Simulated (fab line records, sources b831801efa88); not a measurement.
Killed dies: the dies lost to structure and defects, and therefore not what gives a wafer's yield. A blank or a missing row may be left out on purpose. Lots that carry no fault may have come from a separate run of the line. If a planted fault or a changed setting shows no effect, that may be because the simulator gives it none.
What tool caused it? / flow gf180mcu / 33 wafers from 11 lots sampled at 6 of the route's 602 steps

== WHAT THE GAUGES READ, wafer by wafer ==
GF_V3_THK_MEAS_01.
lot=L321; measured=day 22 00:20; on=filmMetro-02; V3_CVD_00_THK (nm)=597 600 601
lot=L325; measured=day 23 04:49; on=filmMetro-02; V3_CVD_00_THK (nm)=595 601 602
lot=L327; measured=day 24 04:50; on=filmMetro-03; V3_CVD_00_THK (nm)=611 610 603
lot=L332; measured=day 26 00:25; on=filmMetro-02; V3_CVD_00_THK (nm)=588 593 588
lot=L335; measured=day 26 12:56; on=filmMetro-03; V3_CVD_00_THK (nm)=605 612 608
lot=L336; measured=day 26 20:59; on=filmMetro-03; V3_CVD_00_THK (nm)=601 598 597
lot=L338; measured=day 27 08:04; on=filmMetro-02; V3_CVD_00_THK (nm)=605 595 611
lot=L339; measured=day 27 19:40; on=filmMetro-04; V3_CVD_00_THK (nm)=597 600 596
lot=L340; measured=day 27 23:56; on=filmMetro-04; V3_CVD_00_THK (nm)=609 601 604
lot=L341; measured=day 28 04:20; on=filmMetro-03; V3_CVD_00_THK (nm)=592 600 589
lot=L343; measured=day 28 23:43; on=filmMetro-04; V3_CVD_00_THK (nm)=586 585 582

GF_M4_RS_MEAS_05: measures by four-point-probe.
lot=L321; measured=day 23 01:03; on=filmMetro-04; M4_ALCU_RS (ohm/sq)=0.0701 0.0683 0.0684
lot=L325; measured=day 24 05:11; on=filmMetro-02; M4_ALCU_RS (ohm/sq)=0.0732 0.0747 0.0740
lot=L327; measured=day 25 04:47; on=filmMetro-04; M4_ALCU_RS (ohm/sq)=0.0742 0.0733 0.0722
lot=L332; measured=day 26 23:31; on=filmMetro-04; M4_ALCU_RS (ohm/sq)=0.0704 0.0686 0.0703
lot=L335; measured=day 27 12:14; on=filmMetro-02; M4_ALCU_RS (ohm/sq)=0.0691 0.0692 0.0705
lot=L336; measured=day 27 19:15; on=filmMetro-01; M4_ALCU_RS (ohm/sq)=0.0700 0.0698 0.0698
lot=L338; measured=day 28 07:26; on=filmMetro-02; M4_ALCU_RS (ohm/sq)=0.0696 0.0691 0.0689
lot=L339; measured=day 28 18:06; on=filmMetro-01; M4_ALCU_RS (ohm/sq)=0.0701 0.0692 0.0693
lot=L340; measured=day 28 21:46; on=filmMetro-04; M4_ALCU_RS (ohm/sq)=0.0711 0.0696 0.0702
lot=L341; measured=day 29 02:32; on=filmMetro-04; M4_ALCU_RS (ohm/sq)=0.0697 0.0708 0.0699
lot=L343; measured=day 29 19:56; on=filmMetro-01; M4_ALCU_RS (ohm/sq)=0.0708 0.0700 0.0697

GF_M4_THK_MEAS_06: measures by xrf.
lot=L321; measured=day 23 01:09; on=filmMetro-04; M4_ALCU_THK (nm)=449 465 462
lot=L325; measured=day 24 05:18; on=filmMetro-02; M4_ALCU_THK (nm)=434 425 431
lot=L327; measured=day 25 04:54; on=filmMetro-04; M4_ALCU_THK (nm)=424 432 436
lot=L332; measured=day 26 23:37; on=filmMetro-04; M4_ALCU_THK (nm)=447 460 447
lot=L335; measured=day 27 12:22; on=filmMetro-02; M4_ALCU_THK (nm)=457 460 452
lot=L336; measured=day 27 19:22; on=filmMetro-01; M4_ALCU_THK (nm)=458 455 456
lot=L338; measured=day 28 07:31; on=filmMetro-02; M4_ALCU_THK (nm)=457 458 459
lot=L339; measured=day 28 18:13; on=filmMetro-01; M4_ALCU_THK (nm)=454 461 461
lot=L340; measured=day 28 21:53; on=filmMetro-04; M4_ALCU_THK (nm)=445 451 449
lot=L341; measured=day 29 02:37; on=filmMetro-04; M4_ALCU_THK (nm)=455 446 449
lot=L343; measured=day 29 20:03; on=filmMetro-01; M4_ALCU_THK (nm)=446 452 454

== TOOL THAT RAN EACH LOT (tool first, then ch and the chambers of the sampled wafers, then the start) ==
lot=L321; GF_V3_CVD_02=pecvd-03 ch 0,1,2, day 22 00:23; GF_M4_SPUTTER_02=pvdSputter-02, day 23 00:55; GF_M4_SPUTTER_04=pvdSputter-02, day 23 00:58
lot=L325; GF_V3_CVD_02=pecvd-04 ch 0,2, day 23 04:52; GF_M4_SPUTTER_02=pvdSputter-01, day 24 05:05; GF_M4_SPUTTER_04=pvdSputter-01, day 24 05:08
lot=L327; GF_V3_CVD_02=pecvd-01 ch 0,1, day 24 04:53; GF_M4_SPUTTER_02=pvdSputter-01, day 25 04:41; GF_M4_SPUTTER_04=pvdSputter-01, day 25 04:44
lot=L332; GF_V3_CVD_02=pecvd-03 ch 0,1,2, day 26 00:29; GF_M4_SPUTTER_02=pvdSputter-04, day 26 23:22; GF_M4_SPUTTER_04=pvdSputter-04, day 26 23:25
lot=L335; GF_V3_CVD_02=pecvd-04 ch 1,2, day 26 13:00; GF_M4_SPUTTER_02=pvdSputter-02, day 27 12:09; GF_M4_SPUTTER_04=pvdSputter-02, day 27 12:12
lot=L336; GF_V3_CVD_02=pecvd-03 ch 1,2, day 26 21:02; GF_M4_SPUTTER_02=pvdSputter-02, day 27 19:10; GF_M4_SPUTTER_04=pvdSputter-02, day 27 19:13
lot=L338; GF_V3_CVD_02=pecvd-03 ch 0,1,2, day 27 08:08; GF_M4_SPUTTER_02=pvdSputter-01, day 28 07:17; GF_M4_SPUTTER_04=pvdSputter-01, day 28 07:20
lot=L339; GF_V3_CVD_02=pecvd-04 ch 0,1,2, day 27 19:43; GF_M4_SPUTTER_02=pvdSputter-01, day 28 18:01; GF_M4_SPUTTER_04=pvdSputter-01, day 28 18:04
lot=L340; GF_V3_CVD_02=pecvd-03 ch 1,2, day 27 23:59; GF_M4_SPUTTER_02=pvdSputter-02, day 28 21:40; GF_M4_SPUTTER_04=pvdSputter-02, day 28 21:43
lot=L341; GF_V3_CVD_02=pecvd-03 ch 0,1,2, day 28 04:24; GF_M4_SPUTTER_02=pvdSputter-02, day 29 02:23; GF_M4_SPUTTER_04=pvdSputter-02, day 29 02:26
lot=L343; GF_V3_CVD_02=pecvd-01 ch 1,2, day 28 23:46; GF_M4_SPUTTER_02=pvdSputter-01, day 29 19:50; GF_M4_SPUTTER_04=pvdSputter-01, day 29 19:53
- GF_V3_CVD_02: deposits SiO2 from TEOS, target thk 850 nm, time 94.851 s.
- GF_M4_SPUTTER_02: material AlCu, target thk 450 nm, time 23.9 s.
- GF_M4_SPUTTER_04: material TiN, target thk 50 nm, time 41.7 s.

== WHAT THE TOOLS THEMSELVES READ (means of the sampled wafers that have a number; where no wafer has one, the mark that the record gives instead) ==
GF_V3_CVD_02.
lot=L321; tool=pecvd-03; heaterPowerW (W)=659; rfFwdPowerW (W)=596.8
lot=L325; tool=pecvd-04; heaterPowerW (W)=559; rfFwdPowerW (W)=597.0
lot=L327; tool=pecvd-01; heaterPowerW (W)=696; rfFwdPowerW (W)=596.7
lot=L332; tool=pecvd-03; heaterPowerW (W)=562; rfFwdPowerW (W)=596.3
lot=L335; tool=pecvd-04; heaterPowerW (W)=643; rfFwdPowerW (W)=594.3
lot=L336; tool=pecvd-03; heaterPowerW (W)=642; rfFwdPowerW (W)=597.0
lot=L338; tool=pecvd-03; heaterPowerW (W)=576; rfFwdPowerW (W)=595.7
lot=L339; tool=pecvd-04; heaterPowerW (W)=650; rfFwdPowerW (W)=593.4
lot=L340; tool=pecvd-03; heaterPowerW (W)=631; rfFwdPowerW (W)=594.9
lot=L341; tool=pecvd-03; heaterPowerW (W)=630; rfFwdPowerW (W)=596.7
lot=L343; tool=pecvd-01; heaterPowerW (W)=761; rfFwdPowerW (W)=596.7

GF_M4_SPUTTER_02.
lot=L321; tool=pvdSputter-02; cathodeDcPowerW (W)=10601; throttleValvePct (%)=29.5
lot=L325; tool=pvdSputter-01; cathodeDcPowerW (W)=9989; throttleValvePct (%)=30.0
lot=L327; tool=pvdSputter-01; cathodeDcPowerW (W)=9989; throttleValvePct (%)=30.0
lot=L332; tool=pvdSputter-04; cathodeDcPowerW (W)=10600; throttleValvePct (%)=30.4
lot=L335; tool=pvdSputter-02; cathodeDcPowerW (W)=10602; throttleValvePct (%)=30.4
lot=L336; tool=pvdSputter-02; cathodeDcPowerW (W)=10600; throttleValvePct (%)=29.7
lot=L338; tool=pvdSputter-01; cathodeDcPowerW (W)=10600; throttleValvePct (%)=29.8
lot=L339; tool=pvdSputter-01; cathodeDcPowerW (W)=10601; throttleValvePct (%)=30.1
lot=L340; tool=pvdSputter-02; cathodeDcPowerW (W)=10598; throttleValvePct (%)=30.1
lot=L341; tool=pvdSputter-02; cathodeDcPowerW (W)=10599; throttleValvePct (%)=30.0
lot=L343; tool=pvdSputter-01; cathodeDcPowerW (W)=10599; throttleValvePct (%)=29.8

GF_M4_SPUTTER_04.
lot=L321; tool=pvdSputter-02; cathodeDcPowerW (W)=6499.3; throttleValvePct (%)=29.8
lot=L325; tool=pvdSputter-01; cathodeDcPowerW (W)=6499.3; throttleValvePct (%)=29.9
lot=L327; tool=pvdSputter-01; cathodeDcPowerW (W)=6499.3; throttleValvePct (%)=30.1
lot=L332; tool=pvdSputter-04; cathodeDcPowerW (W)=6499.1; throttleValvePct (%)=30.3
lot=L335; tool=pvdSputter-02; cathodeDcPowerW (W)=6500.7; throttleValvePct (%)=30.4
lot=L336; tool=pvdSputter-02; cathodeDcPowerW (W)=6500.4; throttleValvePct (%)=29.7
lot=L338; tool=pvdSputter-01; cathodeDcPowerW (W)=6501.1; throttleValvePct (%)=30.0
lot=L339; tool=pvdSputter-01; cathodeDcPowerW (W)=6500.5; throttleValvePct (%)=30.1
lot=L340; tool=pvdSputter-02; cathodeDcPowerW (W)=6498.8; throttleValvePct (%)=30.0
lot=L341; tool=pvdSputter-02; cathodeDcPowerW (W)=6498.7; throttleValvePct (%)=30.1
lot=L343; tool=pvdSputter-01; cathodeDcPowerW (W)=6500.4; throttleValvePct (%)=29.8

== THE ANSWER, worked out from the rows above alone ==
Rule: what is usual is taken from the lots themselves. Put in order of their means at a reading, lots are off if they are a third of the lots or fewer, leave a main group of 4 or more, and stand apart from it by a gap of 3 or more times the standard deviation of the main group's means; of several such gaps the widest counts. If all means in a main group match to the digits the tables above print for the reading, that group is not used. A lot without any number at a reading at which 4 lots or more have one is off too. The other lots that the step has rows for count as sound. The gauges are gone through in route order, then the tools' own readings, and for those a lot's mean is taken as printed above. The first step at which some lot is off is used, and at that step the reading that is off furthest; a lot without a number counts as furthest.
Off: L325, L327, seen at GF_M4_RS_MEAS_05 (M4_ALCU_RS). For the main group the mean is 0.0697 ohm/sq and the standard deviation 0.00043.
A tool fits if, at a process step before that reading, it ran every lot that is off, and no sound lot after the first of them. The gauges at GF_M4_RS_MEAS_05 aren't tried: what is off there is off at GF_M4_SPUTTER_02 too, on other tools, and a gauge's error can't cause that. None of those tried fits.

== WHAT THE SIMULATOR HAD INSERTED ==
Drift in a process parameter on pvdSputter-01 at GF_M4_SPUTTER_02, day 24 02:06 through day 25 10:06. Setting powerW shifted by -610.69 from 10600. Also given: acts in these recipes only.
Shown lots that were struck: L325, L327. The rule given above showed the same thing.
